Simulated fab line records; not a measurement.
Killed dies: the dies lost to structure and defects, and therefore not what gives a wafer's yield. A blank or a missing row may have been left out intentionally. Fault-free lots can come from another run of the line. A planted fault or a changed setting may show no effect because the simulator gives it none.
The same fault as seen by 2 desks / flow sky130 / each desk holds nothing but its own numbers, with what lay behind them at the end

## FROM THE METROLOGY DESK
What the gauges read, lot by lot, whatever tool the lot ran on: means of the sampled wafers that have a number. A lot is out of limits, marked OUT, if its mean lies more than 4 standard deviations from the usual mean; the brackets give that distance.
Columns: A = VT_ADJUST_PCH_TW at SKY_VT_ADJUST_PCH_TW_MEAS_10, usual 142.5; B = cd_nm at SKY_SONOS_TUNNEL_CD_MEAS_07, usual 410.8 nm; C = SONOS_TUNNEL_OVL at SKY_SONOS_TUNNEL_OVL_MEAS_08, usual 1.1 nm
lot=L594; first seen here=day 11 09:16; A=142.6; B=418.3; C=-0.5
lot=L596; first seen here=day 12 03:01; A=141.1; B=409.2; C=1.6
lot=L600; first seen here=day 13 07:26; A=144.0; B=408.5; C=2.7
lot=L610; first seen here=day 16 05:53; A=142.3; B=409.4; C=0.3
lot=L613; first seen here=day 17 14:18; A=142.7; B=407.0; C=0.2
lot=L615; first seen here=day 17 18:27; A=140.6; B=411.3; C=2.0
This desk's verdict: no lot among the 6 shows anything out of limits.

## FOR THE TOOL OWNER'S DESK: implanter-02
SKY_SONOS_TUNNEL_IMPLANT_09, tool's own readings: per-lot mean of the sampled wafers with a number, covering each lot this tool ran. A lot is out of limits, marked OUT, if its mean lies more than 4 standard deviations from the usual mean; the brackets give that distance.
Columns: A = beam_energy_keV at SKY_SONOS_TUNNEL_IMPLANT_09, usual 20.001
lot=L594; first seen here=day 12 09:38; A=20.456 (+72) OUT
lot=L596; first seen here=day 13 03:41; A=20.448 (+71) OUT
lot=L610; first seen here=day 17 10:49; A=20.002
lot=L615; first seen here=day 19 00:43; A=19.999
This desk's verdict: out of limits on L594, L596, starting with L594 at day 12 09:38 (beam_energy_keV at SKY_SONOS_TUNNEL_IMPLANT_09). L610, L615 stayed within limits.

## ALL TOGETHER
An alarm could have come from the tool owner's desk at day 12 09:38, on L594, L596.
The metrology desk saw nothing out of limits.
The metrology desk has L594, L596 on record, within its limits.
The lots listed all ran SKY_SONOS_TUNNEL_IMPLANT_09 on implanter-02.

## WHAT THE SIMULATOR PUT IN
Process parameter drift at SKY_SONOS_TUNNEL_IMPLANT_09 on implanter-02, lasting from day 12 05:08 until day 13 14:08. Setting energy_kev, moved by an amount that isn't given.
Shown lots that were struck: L594, L596.
Delay in hours, fault start to first out-of-limits reading, by desk: the tool owner's desk at 4.
